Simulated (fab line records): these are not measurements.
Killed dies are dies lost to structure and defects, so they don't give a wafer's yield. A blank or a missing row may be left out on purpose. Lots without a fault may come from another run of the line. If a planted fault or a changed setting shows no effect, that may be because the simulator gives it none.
Which tool was responsible? + flow sky130 + Sampling: 11 lots, 33 wafers, 2 of 708 route steps

== WHAT EACH GAUGE READ, for each wafer ==
SKY_LDD_HVP_TW_MEAS_10.
| lot  | measured     | on            | LDD_HVP_TW              |
|------|--------------|---------------|-------------------------|
| L793 | day 21 12:34 | film-metro-03 | 451 451 453             |
| L797 | day 23 11:26 | film-metro-01 | 456 460 458             |
| L799 | day 24 05:56 | film-metro-03 | 449 449 448             |
| L800 | day 24 17:39 | film-metro-03 | 449 449 450             |
| L805 | day 26 06:25 | film-metro-01 | 457 458 456             |
| L808 | day 27 10:58 | film-metro-04 | 455 450 453             |
| L810 | day 27 22:48 | film-metro-03 | 445 446 446             |
| L811 | day 28 09:34 | film-metro-03 | 471 472 472 471 472 472 |
| L812 | day 28 11:43 | film-metro-01 | 478 478 478 478 481 476 |
| L813 | day 28 16:53 | film-metro-03 | 470 472 473 473 474 471 |
| L816 | day 30 06:27 | film-metro-04 | 455 454 454             |

== WHICH TOOL RAN EACH LOT (tool, then ch and the chambers of the sampled wafers, then the start) ==
| lot  | SKY_LDD_HVP_IMPLANT_08          |
|------|---------------------------------|
| L793 | implanter-03 ch 0, day 21 12:19 |
| L797 | implanter-02 ch 0, day 23 11:11 |
| L799 | implanter-04 ch 0, day 24 05:41 |
| L800 | implanter-02 ch 0, day 24 17:25 |
| L805 | implanter-04 ch 0, day 26 06:10 |
| L808 | implanter-02 ch 0, day 27 10:45 |
| L810 | implanter-03 ch 0, day 27 22:34 |
| L811 | implanter-02 ch 0, day 28 09:19 |
| L812 | implanter-02 ch 0, day 28 11:28 |
| L813 | implanter-02 ch 0, day 28 16:38 |
| L816 | implanter-04 ch 0, day 30 06:12 |
- SKY_LDD_HVP_IMPLANT_08

== THE ANSWER, worked out from the rows above alone ==
Rule: the lots themselves supply what counts as usual. The widest of any qualifying gaps counts: lots, ordered by their means at a reading, are off when they make up no more than a third of the lots, leave a main group of 4 or more, and stand apart from it by 3 or more times the standard deviation of that group's means. A main group whose means are all the same, to the digits that the tables above print for the reading, isn't used. Also off: a lot with no number at a reading for which 4 or more lots have one. All remaining lots with rows at the step are treated as sound.
Off: L811, L812, L813, seen at SKY_LDD_HVP_TW_MEAS_10 (LDD_HVP_TW). Mean 452 and standard deviation 4 in the main group.
If a tool, at a process step before that reading, ran all the lots that are off and no sound lot after the first of them, it fits. The gauges at SKY_LDD_HVP_TW_MEAS_10 are tried like those tools. One candidate fits, namely implanter-02 at SKY_LDD_HVP_IMPLANT_08. A fault onset in the window from L808 (day 27 10:45, its last sound lot) to L811 (day 28 09:19, its first lot off) fits.

== WHAT THE SIMULATOR HAD INSERTED ==
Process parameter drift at SKY_LDD_HVP_IMPLANT_08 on implanter-02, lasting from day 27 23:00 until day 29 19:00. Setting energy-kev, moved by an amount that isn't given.
Lots struck among those shown: L811, L812, L813. The rule given above showed the same thing.
